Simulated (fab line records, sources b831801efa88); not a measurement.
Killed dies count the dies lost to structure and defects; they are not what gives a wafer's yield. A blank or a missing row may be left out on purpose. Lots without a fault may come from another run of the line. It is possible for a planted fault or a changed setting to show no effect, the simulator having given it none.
A lot that was struck, set against a sound lot :: flow sky130 :: 14 out of 708 route steps
Sound: these wafers, L606.2, L606.3, L606.5. Wafers L609.1, L609.4, L609.5 were the ones struck. At the end, the cause is stated.
For every step that has rows: the tool of each side, followed by ch and its chambers, followed by its first start. Under that, the readings that differ: sound wafers :: struck wafers :: difference of the means :: sigmas: that difference in standard deviations of wafers without a fault.
alike: readings whose means differ by less than 2 such deviations, and words and numbers that are the same on both sides. not compared: withheld readings, readings that some wafer has no value for, bounds like >300 that may hide the same value, and numbers for which the record gives no deviation and whose values overlap.
Wherever a step has rows on one side only, a row that says differs or no value, or a row with sigmas, the two part there. Non-overlapping numbers with no deviation appear without sigmas and do not part them. A reading that every wafer of one side lacks parts them only if that side has two wafers or more.

SKY_VT_ADJUST_PCH_STRIP_09: strips in O2/N2.
  sound on plasma asher-01 ch 0,1, day 13 13:18; struck on plasma asher-01 ch 0,1, day 14 15:23
  alike: drypump motor current A, oes product au, strip time to endpoint s
  not compared: rf hours counter h
SKY_VT_ADJUST_PCH_TW_MEAS_10:
  sound on film metro-03, day 13 13:25; struck on film metro-01, day 14 15:29
  alike: VT_ADJUST_PCH_TW
then, 7 steps without rows for these wafers: SKY_SONOS_TUNNEL_DEHYDRATE_00 (time 60 s); SKY_SONOS_TUNNEL_HMDS_01 (prime time 60 s); SKY_SONOS_TUNNEL_COAT_02 (resist thk 1140 nm); SKY_SONOS_TUNNEL_SOFTBAKE_03 (time 60 s); SKY_SONOS_TUNNEL_EXPOSE_04 (exposes mask TUNM, target cd 410 nm); SKY_SONOS_TUNNEL_PEB_05; SKY_SONOS_TUNNEL_DEVELOP_06 (develop time 60 s).
SKY_SONOS_TUNNEL_CD_MEAS_07 targets a cd of 410 nm.
  sound on cd sem-02, day 14 15:28; struck on cd sem-02, day 15 18:21
  alike: cd nm
SKY_SONOS_TUNNEL_OVL_MEAS_08:
  sound on overlay-02, day 14 15:35; struck on overlay-02, day 15 18:28
  alike: SONOS_TUNNEL_OVL
following that, these wafers have no rows for 1 step: SKY_SONOS_TUNNEL_IMPLANT_09.
SKY_SONOS_TUNNEL_WET_ETCH_10: etches SiO2 in dHF, target depth 14 nm, time 280 s.
  sound on wet bench-03 ch 3, day 14 15:47; struck on wet bench-03 ch 2, day 15 18:40
reading: run length s (s)
sound: 314 314 314
struck: 126 126 126
difference: -188
sigmas: -51
then, 1 step without rows for these wafers: SKY_SONOS_TUNNEL_STRIP_11 (strips in SPM, time 600 s).

## WHERE THEY PART
Only at SKY_SONOS_TUNNEL_WET_ETCH_10, as far as this record shows.

WHY: what had been put in by the simulator
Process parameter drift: wet bench-03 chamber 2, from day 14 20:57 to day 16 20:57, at SKY_SONOS_TUNNEL_WET_ETCH_10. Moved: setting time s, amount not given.
